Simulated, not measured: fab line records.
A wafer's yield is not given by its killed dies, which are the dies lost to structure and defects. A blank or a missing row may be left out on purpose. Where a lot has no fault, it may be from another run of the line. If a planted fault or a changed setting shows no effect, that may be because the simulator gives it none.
A struck lot beside a sound one    flow sky130    15 steps out of a route of 708
Sound: these wafers, L118.2, L118.5, L118.6. The struck wafers were L122.1, L122.2, L122.6. The cause is given at the end.
Each step with rows lists, per side, the tool, then ch with its chambers, then its first start. Under that, the readings that differ: sound wafers    struck wafers    difference of the means    sigmas: that difference in standard deviations of wafers without a fault.
alike: readings with means less than 2 such deviations apart, plus words and numbers identical on both sides. not compared: withheld readings, readings lacking a value on some wafer, bounds such as >300 that could conceal the same value, and numbers that have no deviation in the record and whose values overlap.
The two part at a step that has a row with sigmas, a row that says differs or no value, or rows on one side only. Numbers that don't overlap but have no deviation are shown without sigmas and don't part them. A reading that every wafer of one side lacks parts them only if that side has two wafers or more.

first, 4 steps without rows for these wafers: SKY_RES_XHIGH_EXPOSE_04 (exposes mask URPM, target cd 1270 nm); SKY_RES_XHIGH_PEB_05; SKY_RES_XHIGH_DEVELOP_06 (develop time 60 s); SKY_RES_XHIGH_IMPLANT_07.
SKY_RES_XHIGH_STRIP_08: strips in O2/N2.
  sound on plasma asher-02 ch 0,1, day 30 15:33; struck on plasma asher-02 ch 0,1, day 31 22:00
  alike: drypump motor current A, oes product au, strip time to endpoint s
  not compared: rf hours counter h
SKY_RES_XHIGH_TW_MEAS_09:
  sound on film metro-01, day 30 15:40; struck on film metro-01, day 31 22:06
  alike: RES_XHIGH_TW
then, 6 steps without rows for these wafers: SKY_SD_N_DEHYDRATE_00 (time 60 s); SKY_SD_N_HMDS_01 (prime time 60 s); SKY_SD_N_COAT_02 (resist thk 1140 nm); SKY_SD_N_SOFTBAKE_03 (time 60 s); SKY_SD_N_EXPOSE_04 (exposes mask NSDM, target cd 380 nm); SKY_SD_N_PEB_05.
SKY_SD_N_DEVELOP_06: develop time 60 s.
  sound on litho track-02 ch 0, day 31 18:28; struck on litho track-02 ch 0, day 33 01:05
  alike: exhaust pa
SKY_SD_N_CD_MEAS_07 targets a cd of 380 nm.
  sound on cd sem-01, day 31 18:37; struck on cd sem-01, day 33 01:14
reading     sound              struck             difference  sigmas
cd nm (nm)  376.9 375.9 377.2  234.9 234.7 235.3  -141.7      -62
SKY_SD_N_OVL_MEAS_08:
  sound on overlay-01, day 31 18:43; struck on overlay-02, day 33 01:22
  alike: SD_N_OVL

WHERE THEY PART
Only at SKY_SD_N_CD_MEAS_07, within this record. Later steps at which nothing parts them and some readings are alike: SKY_SD_N_OVL_MEAS_08.

WHY: what the simulator had put in
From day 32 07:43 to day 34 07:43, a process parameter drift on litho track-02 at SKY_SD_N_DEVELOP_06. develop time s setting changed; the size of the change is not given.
